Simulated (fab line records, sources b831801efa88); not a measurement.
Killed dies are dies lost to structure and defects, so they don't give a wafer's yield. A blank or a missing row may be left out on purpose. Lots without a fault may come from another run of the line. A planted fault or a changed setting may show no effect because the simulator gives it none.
A struck lot beside a sound one | flow sky130 | 16 steps out of a route of 708
Sound: wafers L587.3, L587.5, L587.6. Struck: wafers L593.3, L593.4, L593.5. The cause comes at the end.
At each step with rows: each side's tool, then ch and its chambers, then its first start. Under that, the readings that differ: sound wafers | struck wafers | difference of the means | sigmas: that difference in standard deviations of wafers without a fault.
alike: readings whose means differ by less than 2 such deviations, and words and numbers that are the same on both sides. not compared: withheld readings, readings that some wafer has no value for, bounds like >300 that may hide the same value, and numbers for which the record gives no deviation and whose values overlap.
The two part at a step that has a row with sigmas, a row that says differs or no value, or rows on one side only. Numbers that don't overlap but have no deviation are shown without sigmas and don't part them. A reading that every wafer of one side lacks parts them only if that side has two wafers or more.

SKY_METAL1_THK_MEAS_06: measures by xrf.
  sound on film_metro-03, day 35 11:59; struck on film_metro-02, day 37 00:26
  alike: METAL1_ALCU_THK
then, 8 steps without rows for these wafers: SKY_METAL1_DEHYDRATE_07 (time 60 s); SKY_METAL1_HMDS_08 (prime time 60 s); SKY_METAL1_COAT_09 (resist thk 60 nm); SKY_METAL1_COAT_10 (resist thk 450 nm); SKY_METAL1_SOFTBAKE_11 (time 90 s); SKY_METAL1_EXPOSE_12 (exposes mask MM1, target cd 140 nm); SKY_METAL1_PEB_13; SKY_METAL1_DEVELOP_14 (develop time 60 s).
SKY_METAL1_CD_MEAS_15: target cd 140 nm.
  sound on cd_sem-01, day 36 14:20; struck on cd_sem-02, day 38 03:01
  alike: cd_nm
SKY_METAL1_OVL_MEAS_16:
  sound on overlay-01, day 36 14:26; struck on overlay-01, day 38 03:07
  alike: METAL1_OVL
SKY_METAL1_DESCUM_17: chemistry O2, time 8 s.
  sound on rie_metal-03 ch 0,1, day 36 14:28; struck on rie_metal-01 ch 0, day 38 03:09
  alike: drypump_motor_current_A, oes_product_au
  not compared: rf_hours_counter_h
SKY_METAL1_ETCH_18: etches BARC in N2/H2, stops on SiO2, time 45.9 s, target depth 60 nm.
  sound on rie_metal-03 ch 0,1, day 36 14:31; struck on rie_metal-01 ch 0, day 38 03:14
  no value came back on the struck wafers for any of 6 readings (bias_w (W), chamber_pressure_mTorr (mTorr) and others); on the sound wafers bias_w (W) reads 99.98 100.28 100.01
  reading                                       | sound           | struck            | difference | sigmas
  model.KrF-thick_of_METAL1_COAT_10.thk_nm (nm) | 392.7 393 392.5 | 437.2 436.4 435.5 | +43.6      |
  not compared: rf_hours_counter_h
SKY_METAL1_METAL_ETCH_19: etches the open film in Cl2/BCl3, stops on SiO2, target depth 360 nm, time 78 s.
  sound on rie_metal-03 ch 0,1, day 36 14:35; struck on rie_metal-01 ch 0, day 38 03:23
  reading                                       | sound             | struck            | difference | sigmas
  oes_product_au (a.u.)                         | 0.860 0.859 0.852 | 0.372 0.377 0.366 | -0.485     | -81
  model.KrF-thick_of_METAL1_COAT_10.thk_nm (nm) | 152.3 157.5 151.6 | 204.6 203.9 203.3 | +50.1      |
  alike: bcl3_flow_sccm, bias_w, drypump_motor_current_A, throttle_valve_pct
  not compared: rf_hours_counter_h
SKY_METAL1_STRIP_20: strips in O2/N2.
  sound on plasma_asher-03 ch 0,1, day 36 14:41; struck on plasma_asher-01 ch 0,1, day 38 03:32
  reading                      | sound             | struck            | difference | sigmas
  oes_product_au (a.u.)        | 0.340 0.340 0.336 | 0.364 0.359 0.369 | +0.025     | +5
  strip_time_to_endpoint_s (s) | 2.62 2.68 2.61    | 3.20 3.17 3.18    | +0.55      | +14
  alike: drypump_motor_current_A, n2_flow_sccm
  not compared: rf_hours_counter_h
then, 1 step without rows for these wafers: SKY_METAL1_STRIP_21 (strips in post etch residue remover, time 1200 s).

WHERE THEY PART
First at SKY_METAL1_ETCH_18; last, within this record, at SKY_METAL1_STRIP_20.

WHY: what the simulator had put in
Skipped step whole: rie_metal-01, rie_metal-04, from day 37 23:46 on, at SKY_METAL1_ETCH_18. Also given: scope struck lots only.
